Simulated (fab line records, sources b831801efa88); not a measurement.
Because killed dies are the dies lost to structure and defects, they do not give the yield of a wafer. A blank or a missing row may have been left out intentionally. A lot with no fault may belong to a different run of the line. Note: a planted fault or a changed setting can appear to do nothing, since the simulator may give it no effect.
Tool commonality check ; flow gf180mcu ; Lots sampled 12, wafers sampled 36

WHAT PROMPTED THE OPENING
3 of 12 lots carry a flag on the reading NSD_RS at GF_PSD_RS_MEAS_14. Fault-free wafers read 46.14 ohm/sq, with a standard deviation of 0.11.
Rule: a lot is flagged in two cases, either no wafer of it has a number, or all its wafers with numbers fall more than 4 standard deviations from that mean. The rest of the lots are taken to be sound.

lot;measured;on;NSD_RS (ohm/sq), wafer by wafer;flag
L288;day 14 07:56;filmMetro-01;46.24 46.22 46.26;
L290;day 15 05:04;filmMetro-01;46.20 46.27 46.23;
L292;day 16 01:16;filmMetro-01;46.22 46.21 46.04;
L294;day 16 23:43;filmMetro-03;46.22 46.23 46.21;
L296;day 17 17:34;filmMetro-03;44.12 44.07 44.06;FLAGGED
L297;day 17 22:59;filmMetro-03;46.07 45.98 46.05;
L298;day 18 08:25;filmMetro-04;46.05 46.17 46.16;
L299;day 18 10:46;filmMetro-01;44.18 44.24 44.17;FLAGGED
L300;day 18 16:45;filmMetro-03;46.06 46.05 46.08;
L303;day 20 03:02;filmMetro-03;44.01 43.99 43.98;FLAGGED
L309;day 21 17:33;filmMetro-04;45.84 46.01 46.04;
L310;day 22 08:19;filmMetro-04;46.00 46.04 46.03;
The mean of the flagged lots' numbers is 44.09 ohm/sq, -2.05 ohm/sq from the usual (-19 standard deviations).

WHICH TOOL EACH LOT WENT THROUGH
The record holds 2 process steps before the reading, out of a route of 602 steps. In each cell: the tool, then ch and the chambers that the sampled wafers went through, then the start.
lot;flag;GF_NSD_IMPLANT_09;GF_NSD_STRIP_11
L288;;implanter-01 ch 0, day 13 10:14;plasmaAsher-03 ch 0,1, day 13 10:31
L290;;implanter-03 ch 0, day 14 07:11;plasmaAsher-04 ch 0,1, day 14 07:29
L292;;implanter-02 ch 0, day 15 02:22;plasmaAsher-04 ch 0,1, day 15 02:40
L294;;implanter-02 ch 0, day 16 00:29;plasmaAsher-02 ch 0,1, day 16 00:47
L296;FLAGGED;implanter-01 ch 0, day 16 17:53;plasmaAsher-03 ch 0,1, day 16 18:29
L297;;implanter-01 ch 0, day 16 22:01;plasmaAsher-02 ch 1, day 16 22:19
L298;;implanter-02 ch 0, day 17 07:30;plasmaAsher-04 ch 0,1, day 17 07:46
L299;FLAGGED;implanter-02 ch 0, day 17 10:05;plasmaAsher-04 ch 0,1, day 17 10:41
L300;;implanter-03 ch 0, day 17 16:04;plasmaAsher-04 ch 0,1, day 17 16:22
L303;FLAGGED;implanter-03 ch 0, day 19 01:12;plasmaAsher-03 ch 0,1, day 19 01:59
L309;;implanter-01 ch 0, day 20 16:37;plasmaAsher-02 ch 0,1, day 20 16:55
L310;;implanter-02 ch 0, day 21 06:50;plasmaAsher-03 ch 0,1, day 21 07:08
What the steps here do:
- GF_NSD_IMPLANT_09
- GF_NSD_STRIP_11: strips in O2/N2.
- GF_PSD_RS_MEAS_14: measures by four-point-probe.

FLAGGED OVER TOTAL, TOOL BY TOOL (the gauges that took the reading come last)
step;tool;lots run;flagged;share of the flagged lots;sound lots run after its first flagged lot
GF_NSD_IMPLANT_09;implanter-01;4;1;some;2 (L297,L309)
GF_NSD_IMPLANT_09;implanter-02;5;1;some;1 (L310)
GF_NSD_IMPLANT_09;implanter-03;3;1;some;0
GF_NSD_STRIP_11;plasmaAsher-02;3;0;none;-
GF_NSD_STRIP_11;plasmaAsher-03;4;2;some;1 (L310)
GF_NSD_STRIP_11;plasmaAsher-04;5;1;some;1 (L300)
GF_PSD_RS_MEAS_14;filmMetro-01;4;1;some;0
GF_PSD_RS_MEAS_14;filmMetro-03;5;2;some;2 (L297,L300)
GF_PSD_RS_MEAS_14;filmMetro-04;3;0;none;-

WHAT IS ALLOWED BY THE TABLE
No row of the table ran every flagged lot.

WHAT WAS PUT IN BY THE SIMULATOR
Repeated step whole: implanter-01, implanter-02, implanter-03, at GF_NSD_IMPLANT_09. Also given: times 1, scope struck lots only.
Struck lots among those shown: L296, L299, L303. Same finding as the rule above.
